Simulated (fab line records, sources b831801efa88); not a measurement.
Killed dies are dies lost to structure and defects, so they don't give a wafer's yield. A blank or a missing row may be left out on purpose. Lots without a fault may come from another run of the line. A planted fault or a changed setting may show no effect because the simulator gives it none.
Tool commonality check | flow gf180mcu | 13 lots, 39 wafers sampled

WHY IT WAS OPENED
At GF_PSD_TW_MEAS_11 the reading PSD_TW is flagged on 1 of 13 lots. Wafers without a fault read 3164, standard deviation 26.
Rule: a lot is flagged when every wafer of it that has a number lies more than 4 standard deviations from that mean, or none has a number. The other lots count as sound.

lot  | measured     | on            | PSD_TW, wafer by wafer | flag
L739 | day 14 18:45 | film_metro-03 | 3192 3200 3200         |
L740 | day 15 01:24 | film_metro-01 | 3186 3172 3198         |
L741 | day 15 15:05 | film_metro-01 | 3148 3179 3166         |
L743 | day 16 09:22 | film_metro-04 | 3127 3133 3163         |
L744 | day 16 18:29 | film_metro-03 | 3186 3190 3195         |
L745 | day 17 15:13 | film_metro-03 | 30 30 30               | FLAGGED
L748 | day 18 14:56 | film_metro-04 | 3129 3144 3135         |
L750 | day 19 05:45 | film_metro-04 | 3123 3142 3128         |
L753 | day 20 02:13 | film_metro-01 | 3159 3179 3185         |
L754 | day 20 12:02 | film_metro-01 | 3166 3194 3166         |
L757 | day 21 07:30 | film_metro-03 | 3193 3172 3183         |
L756 | day 21 08:52 | film_metro-04 | 3153 3131 3135         |
L758 | day 21 15:14 | film_metro-03 | 3203 3205 3186         |
The numbers of the flagged lots are 30 on average: -3134 against the usual, or -99 or more standard deviations.

WHICH TOOL RAN EACH LOT
The record holds 3 process steps before the reading, out of a route of 602 steps. In each cell: the tool, then ch and the chambers that the sampled wafers went through, then the start.
lot  | flag    | GF_HV_LDD_RTA_52                 | GF_NSD_STRIP_11                      | GF_PSD_STRIP_10
L739 |         | rtp_anneal-02 ch 0, day 13 00:19 | plasma_asher-01 ch 0, day 13 22:12   | plasma_asher-03 ch 0,1, day 14 18:39
L740 |         | rtp_anneal-02 ch 0, day 13 06:58 | plasma_asher-04 ch 0,1, day 14 05:21 | plasma_asher-02 ch 0,1, day 15 01:18
L741 |         | rtp_anneal-02 ch 0, day 13 18:34 | plasma_asher-02 ch 0,1, day 14 17:21 | plasma_asher-03 ch 0,1, day 15 14:59
L743 |         | rtp_anneal-02 ch 0, day 14 11:18 | plasma_asher-02 ch 0,1, day 15 11:27 | plasma_asher-04 ch 0, day 16 09:16
L744 |         | rtp_anneal-02 ch 0, day 14 19:19 | plasma_asher-01 ch 0,1, day 15 19:53 | plasma_asher-04 ch 0, day 16 18:23
L745 | FLAGGED | rtp_anneal-01 ch 0, day 15 14:55 | plasma_asher-02 ch 0,1, day 16 16:29 | plasma_asher-02 ch 0,1, day 17 15:06
L748 |         | rtp_anneal-01 ch 0, day 16 12:53 | plasma_asher-04 ch 0,1, day 17 14:59 | plasma_asher-03 ch 0,1, day 18 14:50
L750 |         | rtp_anneal-01 ch 0, day 17 03:24 | plasma_asher-01 ch 0,1, day 18 05:51 | plasma_asher-02 ch 0,1, day 19 05:38
L753 |         | rtp_anneal-01 ch 0, day 17 21:11 | plasma_asher-01 ch 0,1, day 19 01:23 | plasma_asher-03 ch 0,1, day 20 02:08
L754 |         | rtp_anneal-01 ch 0, day 18 06:19 | plasma_asher-02 ch 0,1, day 19 10:08 | plasma_asher-03 ch 0,1, day 20 11:58
L757 |         | rtp_anneal-02 ch 0, day 19 02:22 | plasma_asher-02 ch 0,1, day 20 07:21 | plasma_asher-02 ch 0,1, day 21 07:23
L756 |         | rtp_anneal-01 ch 0, day 19 02:41 | plasma_asher-01 ch 0,1, day 20 08:16 | plasma_asher-03 ch 0,1, day 21 08:47
L758 |         | rtp_anneal-02 ch 0, day 19 11:04 | plasma_asher-02 ch 0,1, day 20 15:03 | plasma_asher-03 ch 0,1, day 21 15:08
What these steps do:
- GF_HV_LDD_RTA_52: time 10 s.
- GF_NSD_STRIP_11: strips in O2/N2.
- GF_PSD_STRIP_10: strips in O2/N2.
- GF_PSD_TW_MEAS_11

FLAGGED OVER TOTAL, TOOL BY TOOL (the gauges that took the reading come last)
step              | tool            | lots run | flagged | share of the flagged lots | sound lots run after its first flagged lot
GF_HV_LDD_RTA_52  | rtp_anneal-01   | 6        | 1       | all                       | 5 (L748,L750,L753,L754,L756)
GF_HV_LDD_RTA_52  | rtp_anneal-02   | 7        | 0       | none                      | -
GF_NSD_STRIP_11   | plasma_asher-01 | 5        | 0       | none                      | -
GF_NSD_STRIP_11   | plasma_asher-02 | 6        | 1       | all                       | 3 (L754,L757,L758)
GF_NSD_STRIP_11   | plasma_asher-04 | 2        | 0       | none                      | -
GF_PSD_STRIP_10   | plasma_asher-02 | 4        | 1       | all                       | 2 (L750,L757)
GF_PSD_STRIP_10   | plasma_asher-03 | 7        | 0       | none                      | -
GF_PSD_STRIP_10   | plasma_asher-04 | 2        | 0       | none                      | -
GF_PSD_TW_MEAS_11 | film_metro-01   | 4        | 0       | none                      | -
GF_PSD_TW_MEAS_11 | film_metro-03   | 5        | 1       | all                       | 2 (L757,L758)
GF_PSD_TW_MEAS_11 | film_metro-04   | 4        | 0       | none                      | -

WHAT THE TABLE ALLOWS
4 rows of the table ran every flagged lot: rtp_anneal-01 at GF_HV_LDD_RTA_52, plasma_asher-02 at GF_NSD_STRIP_11, plasma_asher-02 at GF_PSD_STRIP_10, film_metro-03 at GF_PSD_TW_MEAS_11.
- rtp_anneal-01 at GF_HV_LDD_RTA_52: 1 of its 6 lots flagged. Sound lots ran on it after the first flagged one (L748, L750, L753, L754, L756), which a lasting fault on the whole tool wouldn't allow.
- plasma_asher-02 at GF_NSD_STRIP_11: 1 of its 6 lots flagged. Sound lots ran on it after the first flagged one (L754, L757, L758), which a lasting fault on the whole tool wouldn't allow. Its own readings lie more than 4 standard deviations out on every wafer of the flagged lots: oes_product_au.
- plasma_asher-02 at GF_PSD_STRIP_10: 1 of its 4 lots flagged. Sound lots ran on it after the first flagged one (L750, L757), which a lasting fault on the whole tool wouldn't allow. Its own readings lie more than 4 standard deviations out on every wafer of the flagged lots: strip_time_to_endpoint_s.
- film_metro-03 at GF_PSD_TW_MEAS_11: 1 of its 5 lots flagged. Sound lots ran on it after the first flagged one (L757, L758), which a lasting fault on the whole tool wouldn't allow.
No row of the table ran every flagged lot and no sound lot after the first.

WHAT THE SIMULATOR HAD PUT IN
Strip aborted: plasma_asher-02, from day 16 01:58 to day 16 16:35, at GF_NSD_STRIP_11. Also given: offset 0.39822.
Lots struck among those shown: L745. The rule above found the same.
